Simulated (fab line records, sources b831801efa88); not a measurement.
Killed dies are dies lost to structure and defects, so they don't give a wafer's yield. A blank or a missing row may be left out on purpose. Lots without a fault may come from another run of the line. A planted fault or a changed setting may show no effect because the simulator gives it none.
Tool commonality check | flow sky130 | 12 lots, 36 wafers sampled

WHY IT WAS OPENED
At SKY_LDD_HVN_TW_MEAS_10 the reading LDD_HVN_TW is flagged on 2 of 12 lots. Wafers without a fault read 1455, standard deviation 7.2.
Rule: a lot is flagged when every wafer of it that has a number lies more than 4 standard deviations from that mean, or none has a number. The other lots count as sound.

lot  | measured     | on            | LDD_HVN_TW, wafer by wafer | flag
L852 | day 20 18:23 | film_metro-04 | 1460 1469 1455             |
L853 | day 20 19:22 | film_metro-03 | 1460 1460 1447             |
L854 | day 21 03:49 | film_metro-02 | 1459 1453 1461             |
L860 | day 23 18:54 | film_metro-03 | 1460 1456 1445             |
L863 | day 24 16:48 | film_metro-03 | 1172 1180 1178             | FLAGGED
L864 | day 24 20:40 | film_metro-03 | 1176 1179 1181             | FLAGGED
L866 | day 25 18:10 | film_metro-03 | 1462 1467 1460             |
L867 | day 26 06:04 | film_metro-03 | 1446 1442 1445             |
L871 | day 27 03:41 | film_metro-04 | 1458 1459 1459             |
L872 | day 27 09:14 | film_metro-04 | 1463 1461 1453             |
L873 | day 27 22:07 | film_metro-02 | 1450 1453 1441             |
L874 | day 29 13:15 | film_metro-04 | 1455 1461 1462             |
The numbers of the flagged lots are 1178 on average: -277 against the usual, or -39 standard deviations.

WHICH TOOL RAN EACH LOT
The record holds 2 process steps before the reading, out of a route of 708 steps. In each cell: the tool, then ch and the chambers that the sampled wafers went through, then the start.
lot  | flag    | SKY_POLY_GATE_STRIP_18               | SKY_LDD_HVN_IMPLANT_08
L852 |         | plasma_asher-04 ch 1, day 16 21:04   | implanter-04 ch 0, day 20 18:08
L853 |         | plasma_asher-03 ch 0,1, day 16 22:47 | implanter-02 ch 0, day 20 19:10
L854 |         | plasma_asher-02 ch 0,1, day 17 05:11 | implanter-02 ch 0, day 21 03:34
L860 |         | plasma_asher-04 ch 0,1, day 19 22:04 | implanter-02 ch 0, day 23 18:40
L863 | FLAGGED | plasma_asher-03 ch 0,1, day 20 20:06 | implanter-04 ch 0, day 24 16:34
L864 | FLAGGED | plasma_asher-03 ch 0,1, day 21 00:29 | implanter-04 ch 0, day 24 20:25
L866 |         | plasma_asher-02 ch 0,1, day 21 22:31 | implanter-02 ch 0, day 25 17:56
L867 |         | plasma_asher-04 ch 0,1, day 22 10:12 | implanter-02 ch 0, day 26 05:49
L871 |         | plasma_asher-04 ch 0, day 23 08:14   | implanter-02 ch 0, day 27 03:26
L872 |         | plasma_asher-02 ch 0,1, day 23 13:12 | implanter-01 ch 0, day 27 08:59
L873 |         | plasma_asher-03 ch 0,1, day 24 03:42 | implanter-02 ch 0, day 27 21:52
L874 |         | plasma_asher-03 ch 0,1, day 25 18:37 | implanter-01 ch 0, day 29 13:01
What these steps do:
- SKY_POLY_GATE_STRIP_18: strips in O2/N2.
- SKY_LDD_HVN_IMPLANT_08
- SKY_LDD_HVN_TW_MEAS_10

FLAGGED OVER TOTAL, TOOL BY TOOL (the gauges that took the reading come last)
step                   | tool            | lots run | flagged | share of the flagged lots | sound lots run after its first flagged lot
SKY_POLY_GATE_STRIP_18 | plasma_asher-02 | 3        | 0       | none                      | -
SKY_POLY_GATE_STRIP_18 | plasma_asher-03 | 5        | 2       | all                       | 2 (L873,L874)
SKY_POLY_GATE_STRIP_18 | plasma_asher-04 | 4        | 0       | none                      | -
SKY_LDD_HVN_IMPLANT_08 | implanter-01    | 2        | 0       | none                      | -
SKY_LDD_HVN_IMPLANT_08 | implanter-02    | 7        | 0       | none                      | -
SKY_LDD_HVN_IMPLANT_08 | implanter-04    | 3        | 2       | all                       | 0
SKY_LDD_HVN_TW_MEAS_10 | film_metro-02   | 2        | 0       | none                      | -
SKY_LDD_HVN_TW_MEAS_10 | film_metro-03   | 6        | 2       | all                       | 2 (L866,L867)
SKY_LDD_HVN_TW_MEAS_10 | film_metro-04   | 4        | 0       | none                      | -

WHAT THE TABLE ALLOWS
3 rows of the table ran every flagged lot: plasma_asher-03 at SKY_POLY_GATE_STRIP_18, implanter-04 at SKY_LDD_HVN_IMPLANT_08, film_metro-03 at SKY_LDD_HVN_TW_MEAS_10.
- plasma_asher-03 at SKY_POLY_GATE_STRIP_18: 2 of its 5 lots flagged. Sound lots ran on it after the first flagged one (L873, L874), which a lasting fault on the whole tool wouldn't allow.
- implanter-04 at SKY_LDD_HVN_IMPLANT_08: 2 of its 3 lots flagged. Its last sound lot is L852 (day 20 18:08), its first flagged lot L863 (day 24 16:34): a fault that began between those two fits. Its own readings lie more than 4 standard deviations out on every wafer of the flagged lots: dose_ions_cm2, faraday_current_uA.
- film_metro-03 at SKY_LDD_HVN_TW_MEAS_10: 2 of its 6 lots flagged. Sound lots ran on it after the first flagged one (L866, L867), which a lasting fault on the whole tool wouldn't allow.
One tool is left: implanter-04 at SKY_LDD_HVN_IMPLANT_08.

WHAT THE SIMULATOR HAD PUT IN
Process parameter drift: implanter-04, from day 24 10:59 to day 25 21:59, at SKY_LDD_HVN_IMPLANT_08. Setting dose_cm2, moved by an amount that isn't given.
Lots struck among those shown: L863, L864. The rule above found the same.
